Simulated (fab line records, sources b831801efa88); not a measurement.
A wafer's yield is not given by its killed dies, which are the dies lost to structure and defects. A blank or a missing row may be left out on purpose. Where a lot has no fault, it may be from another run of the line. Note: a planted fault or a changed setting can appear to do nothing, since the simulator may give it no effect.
Which tool is to blame? :: flow sky130 :: 13 lots, 39 wafers sampled, at 4 steps of a route of 708

## WHAT EACH GAUGE READ, for each wafer
SKY_CONTACT_THK_MEAS_01.
lot: L444
measured: day 30 12:49
on: film_metro-02
CONTACT_CVD_00_THK (nm): 73.9 74.4 74.6

lot: L445
measured: day 30 15:16
on: film_metro-01
CONTACT_CVD_00_THK (nm): 74.3 74.2 75.8

lot: L447
measured: day 31 08:02
on: film_metro-03
CONTACT_CVD_00_THK (nm): 77.1 75.4 76.7

lot: L449
measured: day 31 23:58
on: film_metro-03
CONTACT_CVD_00_THK (nm): 75.0 75.3 76.2

lot: L450
measured: day 33 11:17
on: film_metro-03
CONTACT_CVD_00_THK (nm): 74.8 76.1 75.8

lot: L452
measured: day 33 11:55
on: film_metro-02
CONTACT_CVD_00_THK (nm): 75.9 75.7 75.2

lot: L451
measured: day 33 13:28
on: film_metro-01
CONTACT_CVD_00_THK (nm): 74.5 76.2 75.7

lot: L454
measured: day 33 19:20
on: film_metro-01
CONTACT_CVD_00_THK (nm): 75.1 75.5 75.0

lot: L456
measured: day 34 07:25
on: film_metro-03
CONTACT_CVD_00_THK (nm): 74.9 75.2 75.4

lot: L464
measured: day 36 15:08
on: film_metro-01
CONTACT_CVD_00_THK (nm): 74.8 74.7 75.4

lot: L465
measured: day 36 23:55
on: film_metro-02
CONTACT_CVD_00_THK (nm): 74.9 73.7 74.4

lot: L466
measured: day 37 07:20
on: film_metro-01
CONTACT_CVD_00_THK (nm): 74.9 74.9 75.8

lot: L467
measured: day 37 13:22
on: film_metro-03
CONTACT_CVD_00_THK (nm): 74.8 74.7 76.2

SKY_CONTACT_CD_MEAS_14: the cd target is 170 nm.
lot: L444
measured: day 31 17:19
on: cd_sem-01
cd_nm (nm): 170.4 171.2 171.4

lot: L445
measured: day 31 19:55
on: cd_sem-01
cd_nm (nm): 170.9 169.6 170.8

lot: L447
measured: day 32 12:17
on: cd_sem-01
cd_nm (nm): 171.2 169.6 171.1

lot: L449
measured: day 33 04:10
on: cd_sem-02
cd_nm (nm): 169.9 168.3 169.1

lot: L450
measured: day 34 14:31
on: cd_sem-01
cd_nm (nm): 168.4 166.2 167.0

lot: L452
measured: day 34 15:31
on: cd_sem-01
cd_nm (nm): 172.0 171.2 170.5

lot: L451
measured: day 34 16:49
on: cd_sem-01
cd_nm (nm): 171.9 173.3 171.6

lot: L454
measured: day 34 22:43
on: cd_sem-01
cd_nm (nm): 169.0 170.8 170.8

lot: L456
measured: day 35 11:08
on: cd_sem-01
cd_nm (nm): 167.6 169.3 168.0

lot: L464
measured: day 37 17:20
on: cd_sem-02
cd_nm (nm): 167.5 167.2 167.7

lot: L465
measured: day 38 02:07
on: cd_sem-02
cd_nm (nm): 170.0 170.0 169.8

lot: L466
measured: day 38 09:23
on: cd_sem-02
cd_nm (nm): 168.2 166.4 166.5

lot: L467
measured: day 38 15:07
on: cd_sem-01
cd_nm (nm): 169.5 168.5 168.8

SKY_CONTACT_OVL_MEAS_15.
lot: L444
measured: day 31 17:26
on: overlay-01
CONTACT_OVL (nm): 2 -3 -5

lot: L445
measured: day 31 20:02
on: overlay-02
CONTACT_OVL (nm): 5 2 4

lot: L447
measured: day 32 12:22
on: overlay-02
CONTACT_OVL (nm): -3 -6 0

lot: L449
measured: day 33 04:17
on: overlay-02
CONTACT_OVL (nm): 4 2 3

lot: L450
measured: day 34 14:38
on: overlay-02
CONTACT_OVL (nm): 8 3 10

lot: L452
measured: day 34 15:36
on: overlay-02
CONTACT_OVL (nm): -1 -3 -7

lot: L451
measured: day 34 16:56
on: overlay-02
CONTACT_OVL (nm): 3 5 4

lot: L454
measured: day 34 22:48
on: overlay-02
CONTACT_OVL (nm): 0 -2 2

lot: L456
measured: day 35 11:14
on: overlay-01
CONTACT_OVL (nm): 1 -3 7

lot: L464
measured: day 37 17:27
on: overlay-02
CONTACT_OVL (nm): 1 -2 -2

lot: L465
measured: day 38 02:14
on: overlay-01
CONTACT_OVL (nm): -2 -4 -1

lot: L466
measured: day 38 09:30
on: overlay-01
CONTACT_OVL (nm): 1 5 -3

lot: L467
measured: day 38 15:14
on: overlay-02
CONTACT_OVL (nm): 5 -5 -1

## WHICH TOOL RAN EACH LOT (tool, then ch and the chambers of the sampled wafers, then the start)
lot: L444
SKY_RES_XHIGH_EXPOSE_04: iline_stepper-02 ch 0, day 26 06:23

lot: L445
SKY_RES_XHIGH_EXPOSE_04: iline_stepper-02 ch 0, day 26 07:52

lot: L447
SKY_RES_XHIGH_EXPOSE_04: iline_stepper-01 ch 0, day 27 01:55

lot: L449
SKY_RES_XHIGH_EXPOSE_04: iline_stepper-01 ch 0, day 27 18:50

lot: L450
SKY_RES_XHIGH_EXPOSE_04: iline_stepper-01 ch 0, day 29 08:04

lot: L452
SKY_RES_XHIGH_EXPOSE_04: iline_stepper-01 ch 0, day 29 08:26

lot: L451
SKY_RES_XHIGH_EXPOSE_04: iline_stepper-01 ch 0, day 29 09:34

lot: L454
SKY_RES_XHIGH_EXPOSE_04: iline_stepper-02 ch 0, day 29 14:58

lot: L456
SKY_RES_XHIGH_EXPOSE_04: iline_stepper-02 ch 0, day 30 06:16

lot: L464
SKY_RES_XHIGH_EXPOSE_04: iline_stepper-01 ch 0, day 32 16:46

lot: L465
SKY_RES_XHIGH_EXPOSE_04: iline_stepper-01 ch 0, day 33 00:16

lot: L466
SKY_RES_XHIGH_EXPOSE_04: iline_stepper-02 ch 0, day 33 08:58

lot: L467
SKY_RES_XHIGH_EXPOSE_04: iline_stepper-02 ch 0, day 33 14:34
- SKY_RES_XHIGH_EXPOSE_04: exposes mask URPM, target cd 1270 nm.

## AS READ BY THE TOOLS THEMSELVES (means over the sampled wafers that have a number; for cases with no such wafer, the mark the record gives instead)
The record holds no such reading with a usual standard deviation.

## THE ANSWER, worked out from the rows above alone
Rule: the usual values come from the lots themselves. Put in order of their means at a reading, lots are off if they are a third of the lots or fewer, leave a main group of 4 or more, and stand apart from it by a gap of 3 or more times the standard deviation of the main group's means; of several such gaps the widest counts. A main group is skipped when, at the precision printed for the reading in the tables above, its means are all equal. Also off: a lot with no number at a reading for which 4 or more lots have one. Where the step has rows for the other lots, those lots are counted as sound. First the gauges in route order, then the tools' own readings, where a lot's mean is used as printed above. At the first step where some lot is off, the reading lying furthest off is the one used; lots without a number count as furthest.
No lot is off on any of the readings shown, so nothing can be concluded from this.

## WHAT THE SIMULATOR HAD PUT IN
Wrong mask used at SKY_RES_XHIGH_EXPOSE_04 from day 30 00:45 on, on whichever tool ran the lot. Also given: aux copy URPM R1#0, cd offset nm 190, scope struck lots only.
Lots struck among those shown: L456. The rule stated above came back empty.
